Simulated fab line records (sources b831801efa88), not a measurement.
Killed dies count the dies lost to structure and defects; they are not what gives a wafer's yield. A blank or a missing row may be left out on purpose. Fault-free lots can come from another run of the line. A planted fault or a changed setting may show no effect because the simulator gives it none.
Which tool was responsible? / flow sky130 / 30 wafers from 10 lots sampled at 5 of the route's 708 steps

== WHAT THE GAUGES SHOWED, per wafer ==
The record lacks any reading of a measuring or inspecting step that a usual standard deviation could be used to judge.

== EACH LOT AND THE TOOL THAT RAN IT (in order: tool; ch and the chambers of the sampled wafers; start) ==
lot=L240; SKY_SPACER_CVD_00=lpcvd-02 ch 1, day 22 12:50; SKY_VIA4_SPUTTER_17=pvdSputter-03, day 42 15:44; SKY_VIA4_CMP_21=cmp-02 ch 0,2,3, day 42 16:16; SKY_PASSIVATION_ETCH_11=rieDiel-02 ch 1,2,3, day 44 15:37; SKY_PAD_OPEN_PROBE_99=-
lot=L242; SKY_SPACER_CVD_00=lpcvd-02 ch 0, day 23 19:10; SKY_VIA4_SPUTTER_17=pvdSputter-02, day 43 09:38; SKY_VIA4_CMP_21=cmp-01 ch 0,1,3, day 43 10:14; SKY_PASSIVATION_ETCH_11=rieDiel-02 ch 0,1,3, day 45 07:35; SKY_PAD_OPEN_PROBE_99=-
lot=L241; SKY_SPACER_CVD_00=lpcvd-02 ch 1, day 23 21:44; SKY_VIA4_SPUTTER_17=pvdSputter-03, day 43 17:02; SKY_VIA4_CMP_21=cmp-01 ch 0,1,3, day 43 17:43; SKY_PASSIVATION_ETCH_11=rieDiel-02 ch 1,2,3, day 45 14:16; SKY_PAD_OPEN_PROBE_99=-
lot=L243; SKY_SPACER_CVD_00=lpcvd-02 ch 1, day 24 03:05; SKY_VIA4_SPUTTER_17=pvdSputter-01, day 43 18:08; SKY_VIA4_CMP_21=cmp-02 ch 0,2,3, day 43 18:47; SKY_PASSIVATION_ETCH_11=rieDiel-04 ch 1,2,3, day 45 14:52; SKY_PAD_OPEN_PROBE_99=-
lot=L251; SKY_SPACER_CVD_00=lpcvd-02 ch 1, day 27 08:15; SKY_VIA4_SPUTTER_17=pvdSputter-02, day 46 03:33; SKY_VIA4_CMP_21=cmp-02 ch 1,2,3, day 46 04:23; SKY_PASSIVATION_ETCH_11=rieDiel-03 ch 0,1,3, day 47 21:37; SKY_PAD_OPEN_PROBE_99=prober-01, day 48 18:34
lot=L259; SKY_SPACER_CVD_00=lpcvd-02 ch 0, day 30 03:01; SKY_VIA4_SPUTTER_17=pvdSputter-02, day 48 02:08; SKY_VIA4_CMP_21=cmp-01 ch 0,2, day 48 02:43; SKY_PASSIVATION_ETCH_11=rieDiel-04 ch 0,1, day 49 16:22; SKY_PAD_OPEN_PROBE_99=prober-01, day 50 11:18
lot=L261; SKY_SPACER_CVD_00=lpcvd-02 ch 1, day 30 03:01; SKY_VIA4_SPUTTER_17=pvdSputter-02, day 48 03:31; SKY_VIA4_CMP_21=cmp-02 ch 1,2,3, day 48 04:07; SKY_PASSIVATION_ETCH_11=rieDiel-03 ch 1,3, day 49 17:05; SKY_PAD_OPEN_PROBE_99=prober-02, day 50 11:43
lot=L260; SKY_SPACER_CVD_00=lpcvd-02 ch 1, day 30 11:44; SKY_VIA4_SPUTTER_17=pvdSputter-01, day 48 11:06; SKY_VIA4_CMP_21=cmp-02 ch 1,2, day 48 11:41; SKY_PASSIVATION_ETCH_11=rieDiel-04 ch 0,2, day 50 00:11; SKY_PAD_OPEN_PROBE_99=prober-01, day 50 19:17
lot=L262; SKY_SPACER_CVD_00=lpcvd-02 ch 0, day 30 20:10; SKY_VIA4_SPUTTER_17=pvdSputter-03, day 48 16:36; SKY_VIA4_CMP_21=cmp-02 ch 2,3, day 48 17:11; SKY_PASSIVATION_ETCH_11=rieDiel-04 ch 0,1,3, day 50 05:34; SKY_PAD_OPEN_PROBE_99=-
lot=L263; SKY_SPACER_CVD_00=lpcvd-02 ch 1, day 30 23:46; SKY_VIA4_SPUTTER_17=pvdSputter-01, day 48 17:43; SKY_VIA4_CMP_21=cmp-01 ch 0,1,2, day 48 18:16; SKY_PASSIVATION_ETCH_11=rieDiel-02 ch 1,2,3, day 50 05:37; SKY_PAD_OPEN_PROBE_99=prober-01, day 50 22:28
- SKY_SPACER_CVD_00: deposits Si3N4 from DCS/NH3, target thk 43.1 nm, time 740 s.
- SKY_VIA4_SPUTTER_17: material TiN, target thk 20 nm, time 80 s.
- SKY_VIA4_CMP_21: polishes, stops on SiO2, t overpolish 25 s, target thk 0 nm.
- SKY_PASSIVATION_ETCH_11: etches the open film in CF4/O2, stops on AlCu, target depth 725 nm, time 161.1 s.
- SKY_PAD_OPEN_PROBE_99

== WHAT THE TOOLS THEMSELVES READ (means of the sampled wafers that have a number; where no wafer has one, the mark that the record gives instead) ==
SKY_SPACER_CVD_00. Usual: pressureMtorr 250.0 mTorr, standard deviation 0.47.
lot=L240; tool=lpcvd-02; pressureMtorr (mTorr)=249.3; flag=
lot=L242; tool=lpcvd-02; pressureMtorr (mTorr)=249.7; flag=
lot=L241; tool=lpcvd-02; pressureMtorr (mTorr)=249.9; flag=
lot=L243; tool=lpcvd-02; pressureMtorr (mTorr)=250.5; flag=
lot=L251; tool=lpcvd-02; pressureMtorr (mTorr)=250.1; flag=
lot=L259; tool=lpcvd-02; pressureMtorr (mTorr)=250.0; flag=
lot=L261; tool=lpcvd-02; pressureMtorr (mTorr)=250.6; flag=
lot=L260; tool=lpcvd-02; pressureMtorr (mTorr)=250.1; flag=
lot=L262; tool=lpcvd-02; pressureMtorr (mTorr)=249.2; flag=
lot=L263; tool=lpcvd-02; pressureMtorr (mTorr)=249.6; flag=

SKY_VIA4_SPUTTER_17. Usual: throttleValvePct 30.2 %, standard deviation 0.94.
lot=L240; tool=pvdSputter-03; throttleValvePct (%)=29.6; flag=
lot=L242; tool=pvdSputter-02; throttleValvePct (%)=31.1; flag=
lot=L241; tool=pvdSputter-03; throttleValvePct (%)=30.2; flag=
lot=L243; tool=pvdSputter-01; throttleValvePct (%)=29.8; flag=
lot=L251; tool=pvdSputter-02; throttleValvePct (%)=30.6; flag=
lot=L259; tool=pvdSputter-02; throttleValvePct (%)=30.7; flag=
lot=L261; tool=pvdSputter-02; throttleValvePct (%)=30.7; flag=
lot=L260; tool=pvdSputter-01; throttleValvePct (%)=30.2; flag=
lot=L262; tool=pvdSputter-03; throttleValvePct (%)=30.3; flag=
lot=L263; tool=pvdSputter-01; throttleValvePct (%)=30.0; flag=

SKY_VIA4_CMP_21. Usual: headPressurePsi 3.500 psi, standard deviation 0.0077; motorCurrentA 10.7 A, standard deviation 1.1; overpolishRunS 25.001 s, standard deviation 0.0086; platenRpm 60.01 rpm, standard deviation 0.042; timeToEndpointS 124 s, standard deviation 5.5.
lot=L240; tool=cmp-02; headPressurePsi (psi)=3.494; motorCurrentA (A)=10.3; overpolishRunS (s)=24.999; platenRpm (rpm)=59.98; timeToEndpointS (s)=124; flag=
lot=L242; tool=cmp-01; headPressurePsi (psi)=3.502; motorCurrentA (A)=10.6; overpolishRunS (s)=25.002; platenRpm (rpm)=59.99; timeToEndpointS (s)=128; flag=
lot=L241; tool=cmp-01; headPressurePsi (psi)=3.491; motorCurrentA (A)=11.1; overpolishRunS (s)=25.004; platenRpm (rpm)=60.00; timeToEndpointS (s)=124; flag=
lot=L243; tool=cmp-02; headPressurePsi (psi)=3.505; motorCurrentA (A)=10.3; overpolishRunS (s)=25.007; platenRpm (rpm)=59.98; timeToEndpointS (s)=119; flag=
lot=L251; tool=cmp-02; headPressurePsi (psi)=3.499; motorCurrentA (A)=10.3; overpolishRunS (s)=24.996; platenRpm (rpm)=60.03; timeToEndpointS (s)=123; flag=
lot=L259; tool=cmp-01; headPressurePsi (psi)=3.501; motorCurrentA (A)=11.8; overpolishRunS (s)=25.006; platenRpm (rpm)=60.03; timeToEndpointS (s)=127; flag=
lot=L261; tool=cmp-02; headPressurePsi (psi)=3.493; motorCurrentA (A)=10.2; overpolishRunS (s)=25.003; platenRpm (rpm)=60.03; timeToEndpointS (s)=122; flag=
lot=L260; tool=cmp-02; headPressurePsi (psi)=3.500; motorCurrentA (A)=10.5; overpolishRunS (s)=24.994; platenRpm (rpm)=59.99; timeToEndpointS (s)=124; flag=
lot=L262; tool=cmp-02; headPressurePsi (psi)=3.500; motorCurrentA (A)=10.2; overpolishRunS (s)=24.995; platenRpm (rpm)=60.03; timeToEndpointS (s)=122; flag=
lot=L263; tool=cmp-01; headPressurePsi (psi)=3.499; motorCurrentA (A)=11.3; overpolishRunS (s)=25.009; platenRpm (rpm)=60.02; timeToEndpointS (s)=131; flag=

SKY_PASSIVATION_ETCH_11. Usual: drypumpMotorCurrentA 5.68 A, standard deviation 0.3; oesProductAu 0.977 a.u., standard deviation 0.0074; throttleValvePct 5.966 %, standard deviation 0.0091.
lot=L240; tool=rieDiel-02; drypumpMotorCurrentA (A)=5.55; oesProductAu (a.u.)=0.980; throttleValvePct (%)=5.969; flag=
lot=L242; tool=rieDiel-02; drypumpMotorCurrentA (A)=5.75; oesProductAu (a.u.)=0.978; throttleValvePct (%)=5.975; flag=
lot=L241; tool=rieDiel-02; drypumpMotorCurrentA (A)=5.54; oesProductAu (a.u.)=0.977; throttleValvePct (%)=5.963; flag=
lot=L243; tool=rieDiel-04; drypumpMotorCurrentA (A)=5.72; oesProductAu (a.u.)=0.983; throttleValvePct (%)=5.970; flag=
lot=L251; tool=rieDiel-03; drypumpMotorCurrentA (A)=5.47; oesProductAu (a.u.)=0.979; throttleValvePct (%)=5.962; flag=
lot=L259; tool=rieDiel-04; drypumpMotorCurrentA (A)=5.74; oesProductAu (a.u.)=0.974; throttleValvePct (%)=5.965; flag=
lot=L261; tool=rieDiel-03; drypumpMotorCurrentA (A)=5.65; oesProductAu (a.u.)=0.978; throttleValvePct (%)=5.967; flag=
lot=L260; tool=rieDiel-04; drypumpMotorCurrentA (A)=5.73; oesProductAu (a.u.)=0.978; throttleValvePct (%)=5.978; flag=
lot=L262; tool=rieDiel-04; drypumpMotorCurrentA (A)=5.80; oesProductAu (a.u.)=0.973; throttleValvePct (%)=5.967; flag=
lot=L263; tool=rieDiel-02; drypumpMotorCurrentA (A)=5.55; oesProductAu (a.u.)=0.977; throttleValvePct (%)=5.972; flag=

SKY_PAD_OPEN_PROBE_99. Usual: killed_at_M0_to_M3 44, standard deviation 7.3; killed_at_M4_up 3.5, standard deviation 1.8; killedAtContacts 24, standard deviation 5.8; killedAtFrontEnd 16, standard deviation 4.3; killedAtOther 0.5, standard deviation 0.68; killedDies 88, standard deviation 9.4; killedOpen 48, standard deviation 6.8; killedShort 40, standard deviation 6.1.
lot=L251 tool=prober-01 killed_at_M0_to_M3=48 killed_at_M4_up=4.0 killedAtContacts=16 killedAtFrontEnd=56 killedAtOther=1.0 killedDies=126 killedOpen=47 killedShort=36 flag=OFF
lot=L259 tool=prober-01 killed_at_M0_to_M3=50 killed_at_M4_up=3.3 killedAtContacts=28 killedAtFrontEnd=17 killedAtOther=0.3 killedDies=99 killedOpen=48 killedShort=50 flag=
lot=L261 tool=prober-02 killed_at_M0_to_M3=47 killed_at_M4_up=4.0 killedAtContacts=23 killedAtFrontEnd=16 killedAtOther=0.0 killedDies=91 killedOpen=56 killedShort=35 flag=
lot=L260 tool=prober-01 killed_at_M0_to_M3=41 killed_at_M4_up=3.3 killedAtContacts=27 killedAtFrontEnd=12 killedAtOther=0.0 killedDies=83 killedOpen=48 killedShort=35 flag=
lot=L263 tool=prober-01 killed_at_M0_to_M3=37 killed_at_M4_up=3.3 killedAtContacts=28 killedAtFrontEnd=13 killedAtOther=0.0 killedDies=81 killedOpen=44 killedShort=37 flag=

== THE ANSWER, worked out from the rows above alone ==
Rule: a lot counts as off when the mean over its wafers that have a number is more than 3 standard deviations away from the usual mean. Also off: a lot with no number at a reading for which 4 or more lots have one. Any other lot the step has rows for is counted as sound. The gauges are gone through in route order, then the tools' own readings, and for those a lot's mean is taken as printed above. The first step at which some lot is off is used, and at that step the reading that is off furthest; a lot without a number counts as furthest.
Off at SKY_PAD_OPEN_PROBE_99 (killedAtFrontEnd): L251. Neither off nor sound, because the step has no rows for them: L240, L242, L241, L243, L262.
A tool fits if, at that step or a process step before it, it ran every lot that is off, and no sound lot after the first of them. Of those tried, none fits.

== WHAT THE SIMULATOR HAD PUT IN ==
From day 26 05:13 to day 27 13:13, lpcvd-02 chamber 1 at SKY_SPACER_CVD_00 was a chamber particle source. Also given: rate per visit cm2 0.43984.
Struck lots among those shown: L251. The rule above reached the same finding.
